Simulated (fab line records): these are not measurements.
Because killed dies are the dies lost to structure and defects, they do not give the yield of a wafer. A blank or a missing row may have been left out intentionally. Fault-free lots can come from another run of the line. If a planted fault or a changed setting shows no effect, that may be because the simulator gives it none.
A lot that was struck, set against a sound lot || flow sky130 || 18 out of 708 route steps
Sound: the wafers L309.3, L309.4, L309.6. Struck: wafers L317.4, L317.6. (L317.5 of the same lot was not struck and is left out.) The cause comes at the end.
For every step that has rows: the tool of each side, followed by ch and its chambers, followed by its first start. Under that, the readings that differ: sound wafers || struck wafers || difference of the means || sigmas: that difference in standard deviations of wafers without a fault.
alike: words and numbers the same on both sides, and readings whose means are apart by under 2 such deviations; not compared: readings that were withheld, readings missing a value for some wafer, numbers with overlapping values and no deviation given by the record, and bounds like >300 which may hide the same value.
The two part at a step that has a row with sigmas, a row that says differs or no value, or rows on one side only. Numbers that have no deviation but don't overlap get no sigmas and don't part them. A reading missing from all wafers of one side parts the sides only when that side holds two or more wafers.

first, 3 steps without rows for these wafers: SKY_VIA1_EXPOSE_09 (exposes mask VIM, target cd 150 nm); SKY_VIA1_PEB_10; SKY_VIA1_DEVELOP_11 (develop time 60 s).
SKY_VIA1_CD_MEAS_12 targets a cd of 150 nm.
  sound on cdSem-01 at day 34 14:53; struck on cdSem-01 at day 36 12:23
  alike: cdNm
SKY_VIA1_OVL_MEAS_13:
  sound on overlay-01 at day 34 14:59; struck on overlay-01 at day 36 12:28
  alike: VIA1_OVL
SKY_VIA1_ETCH_14: etches BARC in N2/H2, stops on SiO2, time 45.9 s, target depth 60 nm.
  sound on rieDiel-04 ch 0,1, day 34 15:00; struck on rieDiel-03 ch 1,2, day 36 12:30
  alike: biasW, drypumpMotorCurrentA, n2FlowSccm, oesProductAu, throttleValvePct
  not compared: rfHoursCounterH
SKY_VIA1_ETCH_15: etches SiO2 in C4F8/O2/Ar, stops on TiN, target depth 351 nm, time 54 s.
  sound on rieDiel-04 ch 0,1, day 34 15:02; struck on rieDiel-03 ch 1,2, day 36 12:34
  alike: biasW, oesProductAu
  not compared: rfHoursCounterH
SKY_VIA1_STRIP_16: strips in O2/N2.
  sound on plasmaAsher-02 ch 0,1, day 34 15:07; struck on plasmaAsher-04 ch 0,1, day 36 12:39
  alike: drypumpMotorCurrentA, n2FlowSccm, oesProductAu, stripTimeToEndpointS
  not compared: rfHoursCounterH
then, 3 steps without rows for these wafers: SKY_VIA1_STRIP_17 (strips in post etch residue remover, time 1200 s); SKY_VIA1_CLEAN_18 (cleans in IPA, time 180 s); SKY_VIA1_CLEAN_19 (cleans in O3/DIW).
SKY_VIA1_SPUTTER_20: material TiN, target thk 20 nm, time 80 s.
  sound on pvdSputter-01 at day 34 15:46; struck on pvdSputter-01 at day 36 13:14
  alike: throttleValvePct
SKY_VIA1_CVD_21: deposits W, target thk 270 nm, time 80.902 s.
  sound on cvdW-01 ch 0,1, day 34 15:51; struck on cvdW-02 ch 0, day 36 13:20
{"reading": "model.W_of_VIA1_CVD_21.thkNm (nm)", "sound": "266.5 267.9 269.7", "struck": "141.8 146.2", "difference": -124.0, "sigmas": ""}
  alike: heaterPowerOuterW, heaterPowerW
  not compared: sinceWetCleanH
SKY_VIA1_RS_MEAS_22: uses a four-point probe to measure.
  sound on filmMetro-01 at day 34 15:57; struck on filmMetro-02 at day 36 13:44
{"reading": "VIA1_W_RS (ohm/sq)", "sound": "0.434 0.432 0.428", "struck": "0.826 0.798", "difference": "+0.381", "sigmas": "+81"}
  not compared: hold
SKY_VIA1_THK_MEAS_23: measures by xrf.
  sound on filmMetro-01 at day 34 16:03; struck on filmMetro-02 at day 36 19:01
{"reading": "VIA1_W_THK (nm)", "sound": "274 274 276", "struck": "142 146", "difference": -131, "sigmas": -34}
  not compared: hold
SKY_VIA1_CMP_24: polishes, stops on SiO2, t overpolish 15 s, target thk 0 nm.
  sound on cmp-02 ch 0,1,3, day 34 16:11; struck on cmp-02 ch 0,1, day 36 23:13
{"reading": "hold", "sound": "- - -", "struck": "awaitDispo/3.9h/release awaitDispo/3.9h/release", "difference": "no value on the sound wafers", "sigmas": ""}
{"reading": "timeToEndpointS (s)", "sound": "63.0 63.1 65.6", "struck": "35.8 36.5", "difference": -27.8, "sigmas": -11}
  alike: motorCurrentA
SKY_METAL2_SPUTTER_00: material Ti, target thk 15 nm, time 10 s.
  sound on pvdSputter-02 at day 34 16:23; struck on pvdSputter-03 at day 36 23:25
  alike: throttleValvePct
-- the record jumps here: 11 days lie between the struck wafers' starts before and after (it left off in module METAL2 and takes up again in module PAD_OPEN, whose first step shown is number 708 of the route) --
SKY_PAD_OPEN_PROBE_99:
  sound on prober-02 at day 46 06:43; struck on prober-01 at day 47 14:54
  alike: defectLimitedYield, killed_at_M0_to_M3, killed_at_M4_up, killedAtContacts, killedAtFrontEnd, killedAtOther, killedDies, killedOpen, killedShort, sort_bin_3_pad_short, sort_bin_5_function, sort_bin_6_memory, sortNPass, sortYieldPct

## WHERE THEY PART
Last at SKY_VIA1_CMP_24 as far as this record goes, first at SKY_VIA1_RS_MEAS_22. Later steps at which nothing parts them and some readings are alike: SKY_METAL2_SPUTTER_00, SKY_PAD_OPEN_PROBE_99.

WHY: whatever the simulator had introduced
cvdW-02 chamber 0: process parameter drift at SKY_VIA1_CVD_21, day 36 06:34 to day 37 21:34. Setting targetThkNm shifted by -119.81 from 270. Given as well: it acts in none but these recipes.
